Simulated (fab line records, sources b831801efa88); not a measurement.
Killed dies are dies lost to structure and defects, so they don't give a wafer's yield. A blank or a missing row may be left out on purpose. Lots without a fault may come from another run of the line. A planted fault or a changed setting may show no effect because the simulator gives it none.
A struck lot beside a sound one | flow sky130 | 44 steps out of a route of 708
Sound: wafers L151.1, L151.2, L151.3. Struck: wafers L158.2, L158.3, L158.5. The cause comes at the end.
At each step with rows: each side's tool, then ch and its chambers, then its first start. Under that, the readings that differ: sound wafers | struck wafers | difference of the means | sigmas: that difference in standard deviations of wafers without a fault.
alike: readings whose means differ by less than 2 such deviations, and words and numbers that are the same on both sides. not compared: withheld readings, readings that some wafer has no value for, bounds like >300 that may hide the same value, and numbers for which the record gives no deviation and whose values overlap.
The two part at a step that has a row with sigmas, a row that says differs or no value, or rows on one side only. Numbers that don't overlap but have no deviation are shown without sigmas and don't part them. A reading that every wafer of one side lacks parts them only if that side has two wafers or more.

first, 2 steps without rows for these wafers: SKY_DNWELL_DEVELOP_06 (develop time 60 s); SKY_DNWELL_IMPLANT_07.
SKY_DNWELL_STRIP_08: strips in O2/N2.
  sound on plasma_asher-02 ch 0,1, day 5 09:10; struck on plasma_asher-02 ch 0,1, day 7 01:07
  alike: drypump_motor_current_A, oes_product_au, strip_time_to_endpoint_s
  not compared: rf_hours_counter_h
SKY_DNWELL_TW_MEAS_09:
  sound on film_metro-04, day 5 09:16; struck on film_metro-04, day 7 01:13
  reading   | sound          | struck         | difference | sigmas
  DNWELL_TW | 1114 1111 1115 | 1100 1097 1096 | -16        | -2
then, 7 steps without rows for these wafers: SKY_PWDE_DEHYDRATE_00 (time 60 s); SKY_PWDE_HMDS_01 (prime time 60 s); SKY_PWDE_COAT_02 (resist thk 3000 nm); SKY_PWDE_SOFTBAKE_03; SKY_PWDE_EXPOSE_04 (exposes mask PWDEM, target cd 840 nm); SKY_PWDE_PEB_05; SKY_PWDE_DEVELOP_06 (develop time 60 s).
SKY_PWDE_OVL_MEAS_07:
  sound on overlay-02, day 6 02:44; struck on overlay-01, day 7 20:38
  alike: PWDE_OVL
SKY_PWDE_IMPLANT_08:
  sound on implanter-04 ch 0, day 6 02:46; struck on implanter-04 ch 0, day 7 20:41
  reading       | sound                         | struck                      | difference | sigmas
  dose_ions_cm2 | 3.595e+12 3.597e+12 3.595e+12 | 3.49e+12 3.49e+12 3.491e+12 | -1.05e+11  | -28
SKY_PWDE_STRIP_09: strips in O2/N2.
  sound on plasma_asher-01 ch 0,1, day 6 02:55; struck on plasma_asher-01 ch 0, day 7 20:49
  alike: drypump_motor_current_A, oes_product_au, strip_time_to_endpoint_s
  not compared: rf_hours_counter_h
SKY_PWDE_TW_MEAS_10:
  sound on film_metro-03, day 6 03:01; struck on film_metro-04, day 7 20:56
  reading | sound             | struck            | difference | sigmas
  PWDE_TW | 373.9 374.8 374.9 | 367.9 366.5 365.4 | -7.9       | -3
then, 7 steps without rows for these wafers: SKY_NWELL_DEHYDRATE_03 (time 60 s); SKY_NWELL_HMDS_04 (prime time 60 s); SKY_NWELL_COAT_05 (resist thk 3000 nm); SKY_NWELL_SOFTBAKE_06; SKY_NWELL_EXPOSE_07 (exposes mask NWM, target cd 840 nm); SKY_NWELL_PEB_08; SKY_NWELL_DEVELOP_09 (develop time 60 s).
SKY_NWELL_OVL_MEAS_10:
  sound on overlay-01, day 6 21:38; struck on overlay-01, day 8 18:09
  alike: NWELL_00_OVL
then, 3 steps without rows for these wafers: SKY_NWELL_IMPLANT_11; SKY_NWELL_IMPLANT_12; SKY_NWELL_IMPLANT_13.
SKY_NWELL_STRIP_14: strips in O2/N2.
  sound on plasma_asher-01 ch 0,1, day 6 22:07; struck on plasma_asher-04 ch 0, day 8 18:38
  reading                      | sound             | struck            | difference | sigmas
  strip_time_to_endpoint_s (s) | 37.08 36.97 37.12 | 36.85 36.88 36.82 | -0.21      | -2
  alike: drypump_motor_current_A, oes_product_au
  not compared: rf_hours_counter_h
SKY_NWELL_TW_MEAS_15:
  sound on film_metro-04, day 6 22:13; struck on film_metro-04, day 8 18:44
  alike: NWELL_TW
then, 7 steps without rows for these wafers: SKY_NWELL_DEHYDRATE_16 (time 60 s); SKY_NWELL_HMDS_17 (prime time 60 s); SKY_NWELL_COAT_18 (resist thk 3000 nm); SKY_NWELL_SOFTBAKE_19; SKY_NWELL_EXPOSE_20 (exposes mask NWM COMPLEMENT, target cd 840 nm); SKY_NWELL_PEB_21; SKY_NWELL_DEVELOP_22 (develop time 60 s).
SKY_NWELL_OVL_MEAS_23:
  sound on overlay-01, day 7 18:20; struck on overlay-01, day 9 16:11
  reading           | sound       | struck         | difference | sigmas
  NWELL_01_OVL (nm) | 0.1 1.2 0.2 | -3.0 -3.1 -2.3 | -3.3       | -2
then, 1 step without rows for these wafers: SKY_NWELL_IMPLANT_24.
SKY_NWELL_STRIP_25: strips in O2/N2.
  sound on plasma_asher-04 ch 0,1, day 7 18:31; struck on plasma_asher-04 ch 1, day 9 16:22
  alike: drypump_motor_current_A, oes_product_au, strip_time_to_endpoint_s
  not compared: rf_hours_counter_h
SKY_NWELL_TW_MEAS_26:
  sound on film_metro-04, day 7 18:38; struck on film_metro-04, day 9 16:29
  alike: NWELL_2_TW
then, 1 step without rows for these wafers: SKY_NWELL_CLEAN_27 (cleans in SC1/SC2, time 157.2 s).
SKY_NWELL_RTA_28: time 30 s.
  sound on rtp_anneal-02 ch 0, day 7 18:48; struck on rtp_anneal-02 ch 0, day 9 16:37
  alike: anneal_temp_c_max, lamp_power_pct, wafer_temp_C_max
SKY_NWELL_RS_MEAS_29: measures by four-point-probe.
  sound on film_metro-03, day 7 19:00; struck on film_metro-04, day 9 16:48
  alike: NWELL_RS
SKY_NWELL_RS_MEAS_31: measures by four-point-probe.
  sound on film_metro-03, day 7 19:14; struck on film_metro-04, day 9 17:02
  reading          | sound          | struck         | difference | sigmas
  PWDE_RS (ohm/sq) | 5265 5259 5287 | 5389 5395 5410 | +128       | +7
-- the record jumps here: 40 days lie between the struck wafers' starts before and after (it left off in module NWELL and takes up again in module PAD_OPEN, whose first step shown is number 708 of the route) --
SKY_PAD_OPEN_PROBE_99:
  sound on prober-02, day 48 09:39; struck on prober-02, day 50 01:06
  reading                                   | sound          | struck         | difference | sigmas
  model.etest.res_pwde_under_gate.rs_ohm_sq | 6116 6182 6157 | 6250 6246 6311 | +117       |
  alike: killed_at_M0_to_M3, killed_at_M4_up, killed_at_contacts, killed_at_front_end, killed_at_other, killed_dies, killed_on_rim, killed_open, killed_short

WHERE THEY PART
First at SKY_DNWELL_TW_MEAS_09; last, within this record, at SKY_NWELL_RS_MEAS_31. Later steps at which nothing parts them and some readings are alike: SKY_PAD_OPEN_PROBE_99.

WHY: what the simulator had put in
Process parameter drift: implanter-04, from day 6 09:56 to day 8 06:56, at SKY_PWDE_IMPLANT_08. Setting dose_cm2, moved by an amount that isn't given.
